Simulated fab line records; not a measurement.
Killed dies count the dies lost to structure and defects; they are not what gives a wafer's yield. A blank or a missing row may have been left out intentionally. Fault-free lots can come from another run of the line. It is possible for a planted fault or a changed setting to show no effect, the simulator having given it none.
fab line records ; flow sky130
[record] lots = 5; wafers = 15; lastDay = 51
route steps=708 shown LOCAL_INTERCONNECT@396 CONTACT@406 PAD_OPEN@708
lots with no fault: from the same line, run without faults
startH: the number of hours between the record's first day and the start of the first shown wafer of the lot ; waitH: hours elapsed since this lot's preceding step ; " repeats the value in the row above ; L1.1+2: one row covering several wafers at once ; - no value, or no start given ; * or withheld: withheld ; < > ~ a bound
route shown NAME@n: NAME is a module with steps in the file, n the number in the route of the first one ; usual: average and standard deviation across the fault-free wafers ; same: alike in all rows ; chamber/n: place in a boat ; sites: per-site readings ; _std_site: how widely they spread, as a standard deviation ; _edge_site: inner sites' mean taken away from outer sites' mean ; radiusMm: for every site, how far away it sits from the centre of the wafer ; mask NAME#n: copy n ; behind: the most recent tool/chamber to have shaped the wafer ; hold: why the lot went on hold/how many hours it stayed there/how the hold came to an end ; device: transistor that didn't switch, given as n, p or np ; end of line: tests of these same wafers at the route's end ; a step without rows: its recipe alone ; killed: dies lost to structure and defects at the first sort, not the wafer's yield ; map: a wafer's dies, x killed, . not, _ none there
set.NAME: the run value of the setting; set.NAME@STEP: its run value at that earlier step ; model.NAME: the simulator's own value behind a step, which no gauge read
lots at some steps of the route; a table a step, a row a wafer
services: when a tool's chamber went out of use (startH, in hours from the record's first day, below 0 if earlier), for how many hours, and the reason
[[steps]]
[step SKY_LOCAL_INTERCONNECT_PEB_09]
[recipe] pebTempC = withheld; pebTimeS = withheld; resist = KrF-thick
[step SKY_LOCAL_INTERCONNECT_DEVELOP_10]
[recipe] developTimeS = 60; resist = KrF-thick; devTempC = 21
[step SKY_LOCAL_INTERCONNECT_CD_MEAS_11]
[recipe] targetCdNm = 170
[usual] cdNm = 170.2/1.6
lot.wafer;tool;chamber;startH;waitH;cdNm
L140.2;cdSem-02;-;744.23;-;168.8
L140.4;cdSem-02;-;744.23;-;170.2
L140.6;cdSem-02;-;744.23;-;169.9
L150.2;cdSem-02;-;828.68;-;167.8
L150.4;cdSem-02;-;828.68;-;166.4
L150.6;cdSem-02;-;828.68;-;170.0
L154.1;cdSem-02;-;854.76;-;169.2
L154.2;cdSem-02;-;854.76;-;169.6
L154.3;cdSem-02;-;854.76;-;169.7
L157.2;cdSem-02;-;876.24;-;169.2
L157.5;cdSem-02;-;876.24;-;169.6
L157.6;cdSem-02;-;876.24;-;169.5
L161.1;cdSem-02;-;905.54;-;170.5
L161.3;cdSem-02;-;905.54;-;170.4
L161.4;cdSem-02;-;905.54;-;171.0
[step SKY_LOCAL_INTERCONNECT_OVL_MEAS_12]
[usual] LOCAL_INTERCONNECT_OVL = 0/6.3
lot.wafer;tool;chamber;startH;waitH;LOCAL_INTERCONNECT_OVL[nm]
L140.2;overlay-02;-;744.34;0.1;10
L140.4;overlay-02;-;744.34;0.1;6
L140.6;overlay-02;-;744.34;0.1;3
L150.2;overlay-02;-;828.78;0.1;-5
L150.4;overlay-02;-;828.78;0.1;-11
L150.6;overlay-02;-;828.78;0.1;-3
L154.1;overlay-02;-;854.88;0.1;-3
L154.2;overlay-02;-;854.88;0.1;-4
L154.3;overlay-02;-;854.88;0.1;-3
L157.2;overlay-01;-;876.34;0.1;2
L157.5;overlay-01;-;876.34;0.1;6
L157.6;overlay-01;-;876.34;0.1;7
L161.1;overlay-01;-;905.66;0.1;-5
L161.3;overlay-01;-;905.66;0.1;-8
L161.4;overlay-01;-;905.66;0.1;-1
[step SKY_LOCAL_INTERCONNECT_ETCH_13]
[recipe] chemistry = N2/H2; target = BARC; ionEnergyEv = 200; biasW = 100; pressureMtorr = 30; n2FlowSccm = 100; h2FlowSccm = 200; icpW = 500; stopOn = SiO2; timeS = 45.9; targetDepthA = 600
[usual] drypumpMotorCurrentA = 5.6/0.41; oesProductAu = 0.855/0.0044; rfFwdPowerW = 494.9/2.5; throttleValvePct = 13.225/0.0099
lot.wafer;tool;chamber;startH;waitH;drypumpMotorCurrentA;oesProductAu;rfFwdPowerW;rfHoursCounterH;throttleValvePct
L140.2;rieMetal-03;0;744.37;0.0;5.9;0.847;495.3;8;13.221
L140.4;rieMetal-03;1;744.37;0.0;5.1;0.850;493.5;-;13.219
L140.6;rieMetal-03;1;744.37;0.0;5.1;0.851;493.1;-;13.234
L150.2;rieMetal-03;0;828.81;0.0;5.8;0.858;495.7;12;13.217
L150.4;rieMetal-03;0;828.81;0.0;5.9;0.855;495.2;-;13.225
L150.6;rieMetal-03;0;828.81;0.0;5.9;0.848;496.0;-;13.227
L154.1;rieMetal-03;0;854.91;0.0;5.8;0.855;497.4;13;13.227
L154.2;rieMetal-03;1;854.91;0.0;5.0;0.863;496.4;1;13.213
L154.3;rieMetal-03;1;854.91;0.0;5.0;0.850;493.7;-;13.213
L157.2;rieMetal-04;1;876.37;0.0;5.5;0.848;497.3;9;13.232
L157.5;rieMetal-04;0;876.37;0.0;6.4;0.857;496.0;-;13.227
L157.6;rieMetal-04;1;876.37;0.0;5.5;0.856;498.4;-;13.221
L161.1;rieMetal-02;0;905.70;0.0;5.6;0.861;494.8;8;13.230
L161.3;rieMetal-02;0;905.70;0.0;5.5;0.856;492.3;-;13.228
L161.4;rieMetal-02;1;905.70;0.0;5.4;0.852;490.8;-;13.207
[step SKY_LOCAL_INTERCONNECT_METAL_ETCH_14]
[recipe] targetDepthNm = 110; stopOn = PSG; chemistry = Cl2/BCl3; target = TiN; resistSidewallDeg = 88; pressureMtorr = 10; icpW = 900; biasW = 48.5; Cl2_flow_sccm = 60; bcl3FlowSccm = 30; timeS = 31.4
[usual] drypumpMotorCurrentA = 5.6/0.41; oesProductAu = 0.944/0.0077; rfFwdPowerW = 889/4.5; throttleValvePct = 21.899/0.0094
lot.wafer;tool;chamber;startH;waitH;drypumpMotorCurrentA;oesProductAu;rfFwdPowerW;rfHoursCounterH;throttleValvePct
L140.2;rieMetal-03;0;744.43;0.0;5.8;0.934;895;8;21.901
L140.4;rieMetal-03;1;744.43;0.0;5.1;0.950;897;-;21.905
L140.6;rieMetal-03;1;744.43;0.0;5.1;0.955;896;-;21.881
L150.2;rieMetal-03;0;828.88;0.0;5.9;0.934;892;12;21.896
L150.4;rieMetal-03;0;828.88;0.0;5.9;0.944;894;-;21.888
L150.6;rieMetal-03;0;828.88;0.0;5.8;0.929;897;-;21.908
L154.1;rieMetal-03;0;854.98;0.0;5.9;0.945;886;13;21.908
L154.2;rieMetal-03;1;854.98;0.0;5.1;0.950;894;1;21.883
L154.3;rieMetal-03;1;854.98;0.0;5.1;0.956;896;-;21.914
L157.2;rieMetal-04;1;876.44;0.0;5.5;0.929;895;9;21.903
L157.5;rieMetal-04;0;876.44;0.0;6.4;0.940;889;-;21.898
L157.6;rieMetal-04;1;876.44;0.0;5.5;0.934;892;-;21.908
L161.1;rieMetal-02;0;905.76;0.0;5.5;0.943;886;8;21.902
L161.3;rieMetal-02;0;905.76;0.0;5.5;0.932;887;-;21.925
L161.4;rieMetal-02;1;905.76;0.0;5.4;0.936;882;-;21.909
[step SKY_LOCAL_INTERCONNECT_STRIP_15]
[recipe] chemistry = O2/N2; powerW = 1400; pressureMtorr = 1500; platenTempC = withheld; o2FlowSccm = 3000; n2FlowSccm = 300; overashFraction = 0.5
[usual] drypumpMotorCurrentA = 5.81/0.15; oesProductAu = 0.427/0.0044; stripTimeToEndpointS = 4.732/0.019
[same] overashFraction = 0.5
lot.wafer;tool;chamber;startH;waitH;drypumpMotorCurrentA;oesProductAu;rfHoursCounterH;stripTimeToEndpointS
L140.2;plasmaAsher-04;1;744.49;0.0;5.79;0.428;62;4.745
L140.4;plasmaAsher-04;1;744.49;0.0;5.79;0.428;-;4.755
L140.6;plasmaAsher-04;1;744.49;0.0;5.77;0.427;-;4.750
L150.2;plasmaAsher-02;0;828.93;0.0;5.94;0.426;103;4.740
L150.4;plasmaAsher-02;0;828.93;0.0;5.94;0.426;-;4.758
L150.6;plasmaAsher-02;1;828.93;0.0;5.73;0.432;-;4.758
L154.1;plasmaAsher-02;0;855.03;0.0;6.00;0.427;105;4.746
L154.2;plasmaAsher-02;1;855.03;0.0;5.72;0.432;105;4.752
L154.3;plasmaAsher-02;1;855.03;0.0;5.70;0.429;-;4.718
L157.2;plasmaAsher-01;1;876.49;0.0;5.70;0.418;11;4.709
L157.5;plasmaAsher-01;1;876.49;0.0;5.72;0.427;-;4.731
L157.6;plasmaAsher-01;0;876.49;0.0;5.57;0.423;-;4.739
L161.1;plasmaAsher-04;1;905.81;0.0;5.76;0.429;80;4.741
L161.3;plasmaAsher-04;0;905.81;0.0;6.02;0.431;-;4.733
L161.4;plasmaAsher-04;1;905.81;0.0;5.76;0.427;-;4.755
[step SKY_LOCAL_INTERCONNECT_STRIP_16]
[recipe] chemistry = postEtchResidueRemover; timeS = 1200; tempC = 72.5
[step SKY_LOCAL_INTERCONNECT_CLEAN_17]
[recipe] chemistry = IPA; timeS = 180; tempC = 25
[step SKY_LOCAL_INTERCONNECT_CLEAN_18]
[recipe] chemistry = O3/DIW; dry = n2Spin
[step SKY_CONTACT_CVD_00]
[recipe] material = Si3N4; targetThkNm = 75; tempC = 400; timeS = withheld; rfW = 450
[usual] heaterPowerW = 781/150; rfFwdPowerW = 443.8/2.2
lot.wafer;tool;chamber;startH;waitH;heaterPowerW;rfFwdPowerW
L140.2;pecvd-04;0;745.08;0.0;656;445.1
L140.4;pecvd-04;0;745.08;0.0;678;445.3
L140.6;pecvd-04;1;745.08;0.0;721;444.5
L150.2;pecvd-03;1;829.52;0.0;816;441.4
L150.4;pecvd-03;1;829.52;0.0;815;438.2
L150.6;pecvd-03;0;829.52;0.0;669;444.4
L154.1;pecvd-03;0;855.62;0.0;791;444.2
L154.2;pecvd-03;2;855.62;0.0;772;445.0
L154.3;pecvd-03;2;855.62;0.0;769;444.1
L157.2;pecvd-01;0;877.08;0.0;592;446.2
L157.5;pecvd-01;1;877.08;0.0;619;441.9
L157.6;pecvd-01;2;877.08;0.0;854;442.1
L161.1;pecvd-04;0;906.40;0.0;736;446.1
L161.3;pecvd-04;2;906.40;0.0;1120;442.5
L161.4;pecvd-04;0;906.40;0.0;722;444.7
[step SKY_CONTACT_THK_MEAS_01]
[recipe] reads = Si3N4_of_CONTACT_CVD_00
[usual] CONTACT_CVD_00_THK = 74.8/0.84
lot.wafer;tool;chamber;startH;waitH;CONTACT_CVD_00_THK[nm]
L140.2;filmMetro-03;-;745.12;-;73.2
L140.4;filmMetro-03;-;745.12;-;75.3
L140.6;filmMetro-03;-;745.12;-;75.0
L150.2;filmMetro-04;-;829.57;-;74.8
L150.4;filmMetro-04;-;829.57;-;76.4
L150.6;filmMetro-04;-;829.57;-;76.4
L154.1;filmMetro-04;-;855.67;-;73.7
L154.2;filmMetro-04;-;855.67;-;73.4
L154.3;filmMetro-04;-;855.67;-;75.2
L157.2;filmMetro-02;-;877.12;-;73.5
L157.5;filmMetro-02;-;877.12;-;75.0
L157.6;filmMetro-02;-;877.12;-;75.5
L161.1;filmMetro-02;-;906.45;-;74.9
L161.3;filmMetro-02;-;906.45;-;75.6
L161.4;filmMetro-02;-;906.45;-;75.7
[step SKY_CONTACT_HDPCVD_02]
[recipe] material = SiO2; targetThkNm = 565; sigmaOpenFrac = 0.3; timeS = 94.2; tempC = 600; sih4FlowSccm = 60; pressureMtorr = 6
[usual] sih4FlowSccm = 59.98/0.18
lot.wafer;tool;chamber;startH;waitH;sih4FlowSccm;model.SiO2_of_CONTACT_HDPCVD_02.thkNm
L140.2;hdpcvd-01;1;745.17;0.0;60.11;555
L140.4;hdpcvd-01;1;745.17;0.0;60.09;551.4
L140.6;hdpcvd-01;0;745.17;0.0;59.94;562.8
L150.2;hdpcvd-01;2;829.62;0.0;47.66;459.9
L150.4;hdpcvd-01;1;829.62;0.0;59.98;566.5
L150.6;hdpcvd-01;0;829.62;0.0;60.13;565
L154.1;hdpcvd-02;2;855.73;0.1;59.85;561.8
L154.2;hdpcvd-02;0;855.73;0.1;60.45;568.5
L154.3;hdpcvd-02;1;855.73;0.1;59.81;562.1
L157.2;hdpcvd-02;1;877.17;0.0;59.98;562.4
L157.5;hdpcvd-02;2;877.17;0.0;60.16;563.8
L157.6;hdpcvd-02;0;877.17;0.0;60.03;560.3
L161.1;hdpcvd-02;0;906.51;0.1;59.85;562
L161.3;hdpcvd-02;2;906.51;0.1;59.85;562.6
L161.4;hdpcvd-02;0;906.51;0.1;59.94;562.7
[step SKY_CONTACT_THK_MEAS_03]
[recipe] reads = SiO2_of_CONTACT_HDPCVD_02
[usual] CONTACT_HDPCVD_THK = 563/5.4
lot.wafer;tool;chamber;startH;waitH;CONTACT_HDPCVD_THK[nm]
L140.2;filmMetro-02;-;745.25;0.0;555
L140.4;filmMetro-02;-;745.25;0.0;551
L140.6;filmMetro-02;-;745.25;0.0;563
L150.2;filmMetro-02;-;829.70;0.0;460
L150.4;filmMetro-02;-;829.70;0.0;567
L150.6;filmMetro-02;-;829.70;0.0;566
L154.1;filmMetro-04;-;855.80;0.0;562
L154.2;filmMetro-04;-;855.80;0.0;569
L154.3;filmMetro-04;-;855.80;0.0;562
L157.2;filmMetro-04;-;877.25;0.0;562
L157.5;filmMetro-04;-;877.25;0.0;564
L157.6;filmMetro-04;-;877.25;0.0;560
L161.1;filmMetro-03;-;906.58;0.0;562
L161.3;filmMetro-03;-;906.58;0.0;563
L161.4;filmMetro-03;-;906.58;0.0;563
[step SKY_CONTACT_CMP_04]
[recipe] material = SiO2; downForcePsi = 4; platenRpm = 60; padVelocityMS = 0.94248
[usual] motorCurrentA = 11.9/1.3; timeToEndpointS = 82/3.3
lot.wafer;tool;chamber;startH;waitH;motorCurrentA;timeToEndpointS
L140.4;cmp-01;3;745.35;0.1;12.1;81
L140.2;cmp-01;0;745.35;0.1;9.5;84
L140.6;cmp-01;2;745.35;0.1;12.8;89
L150.4;cmp-01;1;829.75;0.0;11.1;82
L150.2;cmp-01;2;829.75;0.0;11.9;45
L150.6;cmp-01;1;829.75;0.0;11.0;77
L154.1;cmp-01;1;855.86;0.1;10.6;81
L154.3;cmp-01;2;855.86;0.1;12.2;83
L154.2;cmp-01;3;855.86;0.1;12.9;85
L157.2;cmp-02;3;877.30;0.0;12.3;79
L157.6;cmp-02;3;877.30;0.0;12.0;81
L157.5;cmp-02;0;877.30;0.0;11.8;75
L161.3;cmp-01;2;906.69;0.1;12.7;81
L161.1;cmp-01;3;906.69;0.1;12.9;82
L161.4;cmp-01;0;906.69;0.1;9.8;82
[step SKY_CONTACT_BOW_MEAS_05]
[recipe] mode = bow
[usual] CONTACT_BOW = 81/6.3
lot.wafer;tool;chamber;startH;waitH;CONTACT_BOW[um]
L140.2;filmMetro-03;-;745.62;0.2;85
L140.4;filmMetro-03;-;745.62;0.2;87
L140.6;filmMetro-03;-;745.62;0.2;89
L150.2;filmMetro-03;-;830.07;0.2;79
L150.4;filmMetro-03;-;830.07;0.2;82
L150.6;filmMetro-03;-;830.07;0.2;90
L154.1;filmMetro-04;-;856.16;0.2;81
L154.2;filmMetro-04;-;856.16;0.2;87
L154.3;filmMetro-04;-;856.16;0.2;80
L157.2;filmMetro-03;-;877.62;0.3;88
L157.5;filmMetro-03;-;877.62;0.3;81
L157.6;filmMetro-03;-;877.62;0.3;68
L161.1;filmMetro-04;-;906.94;0.1;87
L161.3;filmMetro-04;-;906.94;0.1;78
L161.4;filmMetro-04;-;906.94;0.1;87
[step SKY_PAD_OPEN_PROBE_99]
[usual] killed_at_M0_to_M3 = 43/6.8; killed_at_M4_up = 3.3/1.9; killedAtContacts = 24/5.3; killedAtFrontEnd = 14/4.3; killedAtOther = 0.3/0.62; killedDies = 85/9.8; killedOpen = 46/8; killedShort = 39/5.9
[same] grossDies = 492; killedAtBackSide = 0
lot.wafer;tool;chamber;startH;waitH;killed_at_M0_to_M3;killed_at_M4_up;killedAtContacts;killedAtFrontEnd;killedAtOther;killedDies;killedOpen;killedShort
L150.2;prober-01;-;1177.71;0.1;32;3;25;20;0;80;44;36
L150.4;prober-01;-;1177.81;0.2;30;4;22;9;0;65;42;23
L150.6;prober-01;-;1177.91;0.2;45;8;27;27;0;107;61;46
L161.1;prober-02;-;1226.27;0.1;37;0;28;19;0;84;53;31
L161.3;prober-02;-;1226.37;0.2;52;1;16;13;0;82;40;42
L161.4;prober-02;-;1226.42;0.2;37;1;30;16;0;84;42;42
// killed by level:class
L150.2 CONTACT:geometricParticle:open=10 VIA1:geometricParticle:open=10 FIELD_ISO:geometricParticle:open=7 CONTACT:geometricParticle:short=6 FIELD_ISO:geometricParticle:short=4 LI_CONTACT:geometricParticle:open=4 VIA3:geometricParticle:open=4 METAL3:geometricParticle:short=4
L150.4 VIA1:geometricParticle:open=9 VIA2:geometricParticle:open=7 LI_CONTACT:geometricParticle:open=6 CONTACT:geometricParticle:open=6 LOCAL_INTERCONNECT:geometricParticle:short=5 FIELD_ISO:geometricParticle:open=4 VIA3:geometricParticle:open=4 METAL4:geometricParticle:short=3
L150.6 VIA1:geometricParticle:open=12 CONTACT:geometricParticle:open=11 VIA2:geometricParticle:open=10 FIELD_ISO:geometricParticle:short=8 LI_CONTACT:geometricParticle:open=8 FIELD_ISO:geometricParticle:open=5 LOCAL_INTERCONNECT:geometricParticle:short=5 METAL2:geometricParticle:short=5
L161.1 LI_CONTACT:geometricParticle:open=9 VIA1:geometricParticle:open=8 FIELD_ISO:geometricParticle:open=7 CONTACT:geometricParticle:open=7 VIA2:geometricParticle:open=7 CONTACT:geometricParticle:short=5 METAL1:geometricParticle:short=4 VIA3:geometricParticle:open=4
L161.3 VIA1:geometricParticle:open=11 VIA2:geometricParticle:open=7 FIELD_ISO:geometricParticle:short=6 METAL2:geometricParticle:short=6 VIA1:geometricParticle:short=6 CONTACT:geometricParticle:open=5 METAL1:geometricParticle:short=5 VIA3:geometricParticle:open=5
L161.4 LOCAL_INTERCONNECT:geometricParticle:short=13 VIA1:geometricParticle:open=9 METAL1:geometricParticle:short=8 CONTACT:geometricParticle:open=7 VIA3:geometricParticle:open=7 LI_CONTACT:geometricParticle:open=6 FIELD_ISO:geometricParticle:short=5 CONTACT:geometricParticle:short=4
[[services]]
tool;chamber;startH;hours;kind
hdpcvd-02;2;729.40;5.5;repair
pecvd-04;1;729.56;3.1;repair
plasmaAsher-01;-;729.63;2.9;repair
plasmaAsher-01;-;733.75;9.0;pm
cmp-01;-;734.26;6.8;pm
pecvd-04;-;751.01;3.3;repair
rieMetal-04;0;758.34;1.0;repair
pecvd-03;1;758.57;2.0;repair
rieMetal-03;1;759.08;3.3;repair
hdpcvd-01;-;772.48;0.8;repair
pecvd-04;2;778.00;4.9;repair
hdpcvd-01;-;784.05;2.8;pm
plasmaAsher-02;-;785.71;4.5;repair
rieMetal-02;0;800.65;8.9;repair
cmp-01;-;803.26;7.1;pm
cmp-01;-;827.94;0.5;repair
rieMetal-04;0;828.93;4.5;repair
hdpcvd-01;-;843.52;0.5;repair
hdpcvd-02;-;862.33;1.8;repair
plasmaAsher-02;-;880.79;18.3;repair
cmp-01;-;881.07;3.2;repair
hdpcvd-02;2;885.10;3.5;repair
hdpcvd-01;1;885.30;5.5;repair
plasmaAsher-02;-;891.27;2.8;repair
[[key]]
[firstSign] step = SKY_CONTACT_HDPCVD_02; reading = sih4FlowSccm; direction = down; sigmas = 68; usual = 59.98; struck = 47.66
[effect] step = SKY_CONTACT_THK_MEAS_03; reading = CONTACT_HDPCVD_THK; direction = down; sigmas = 19; usual = 563; struck = 460
[effect] step = SKY_CONTACT_CMP_04; reading = timeToEndpointS; direction = down; sigmas = 11; usual = *; struck = *
[modelEffect] step = SKY_CONTACT_HDPCVD_02; value = SiO2_of_CONTACT_HDPCVD_02.thkNm; without = 572.9; struck = 459.9
metAt SKY_CONTACT_HDPCVD_02
struckWafers L150.2
testerLeftOut L150
[fault] kind = processParameterDrift; tool = hdpcvd-01; chamber = 2; onsetH = 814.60; steps = SKY_CONTACT_HDPCVD_02; channel = sih4FlowSccm; offset = -12; shape = step; endH = 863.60; actsIn = theseRecipesOnly; stated = 60
// testerLeftOut: of these lots the tester's yield and bins aren't shown, on N5 and GAA mostly nor the transistor test; their killed dies are dies lost to structure and defects alone, not to doping, threshold or leakage, so they don't give the yield
